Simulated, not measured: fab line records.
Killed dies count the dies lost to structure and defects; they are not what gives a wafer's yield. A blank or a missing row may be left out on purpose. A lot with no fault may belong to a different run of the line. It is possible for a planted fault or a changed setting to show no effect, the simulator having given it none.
The same fault as seen by 2 desks :: flow sky130 :: only its own numbers are on each desk; what lay behind them is given at the end

DESK OF THE TOOL OWNER: hdpcvd-02
The tool's own readings at SKY_CONTACT_HDPCVD_02 (deposits SiO2, target thk 565 nm, time 94.2 s): means of the sampled wafers that have a number, for each lot that ran on this tool. Any lot whose mean is over 4 standard deviations away from the usual mean is out of limits and marked OUT; that distance is given in the brackets.
Columns: A = pressure_mtorr at SKY_CONTACT_HDPCVD_02, usual 6.000 mTorr; B = run_length_s at SKY_CONTACT_HDPCVD_02, usual 122.2 s
lot: L337
first seen here: day 31 11:37
A: 5.993
B: 122.2

lot: L338
first seen here: day 31 15:24
A: 6.001
B: 121.9

lot: L340
first seen here: day 32 20:59
A: 6.005
B: 122.6

lot: L341
first seen here: day 32 23:20
A: 5.999
B: 121.9

lot: L342
first seen here: day 33 03:57
A: 5.992
B: 122.6

lot: L343
first seen here: day 34 04:41
A: 5.993
B: 122.5

lot: L345
first seen here: day 35 03:22
A: 6.006
B: 124.2
Finding of this desk: none of the 7 lots has anything out of limits.

AT THE METROLOGY DESK
What the gauges read for every lot (on any tool): the sampled wafers with a number, averaged. Any lot whose mean is over 4 standard deviations away from the usual mean is out of limits and marked OUT; that distance is given in the brackets.
Columns: A = SD_P_RS at SKY_SD_N_RS_MEAS_17, usual 147.2 ohm/sq; B = LOCAL_INTERCONNECT_TIN_THK at SKY_LOCAL_INTERCONNECT_THK_MEAS_02, usual 99.1 nm; C = CONTACT_HDPCVD_THK at SKY_CONTACT_THK_MEAS_03, usual 564 nm; D = CONTACT_OVL at SKY_CONTACT_OVL_MEAS_15, usual 2 nm
lot: L336
first seen here: day 28 14:08
A: 146.8
B: 100.3
C: 562
D: 5

lot: L337
first seen here: day 28 23:48
A: 147.3
B: 100.4
C: 559
D: 4

lot: L338
first seen here: day 29 04:03
A: 147.2
B: 100.5
C: 563
D: -3

lot: L340
first seen here: day 30 11:26
A: 147.0
B: 98.7
C: 565
D: -1

lot: L341
first seen here: day 30 14:05
A: 147.0
B: 98.1
C: 558
D: 4

lot: L342
first seen here: day 30 18:04
A: 147.4
B: 99.7
C: 568
D: 3

lot: L343
first seen here: day 31 19:26
A: 147.7
B: 99.3
C: 562
D: 6

lot: L345
first seen here: day 32 18:36
A: 147.1
B: 97.0
C: 577
D: -3

lot: L347
first seen here: day 32 19:10
A: 147.5
B: 98.8
C: 572
D: 6

lot: L348
first seen here: day 32 21:17
A: 147.1
B: 99.2
C: 570
D: -6

lot: L356
first seen here: day 35 09:50
A: 147.6
B: 100.9
C: 568
D: 1

lot: L355
first seen here: day 35 10:53
A: 147.4
B: 98.1
C: 567
D: 1
Finding of this desk: none of the 12 lots has anything out of limits.

BROUGHT TOGETHER
The tool owner's desk saw nothing out of limits.
The metrology desk saw nothing out of limits.

WHAT THE SIMULATOR HAD INSERTED
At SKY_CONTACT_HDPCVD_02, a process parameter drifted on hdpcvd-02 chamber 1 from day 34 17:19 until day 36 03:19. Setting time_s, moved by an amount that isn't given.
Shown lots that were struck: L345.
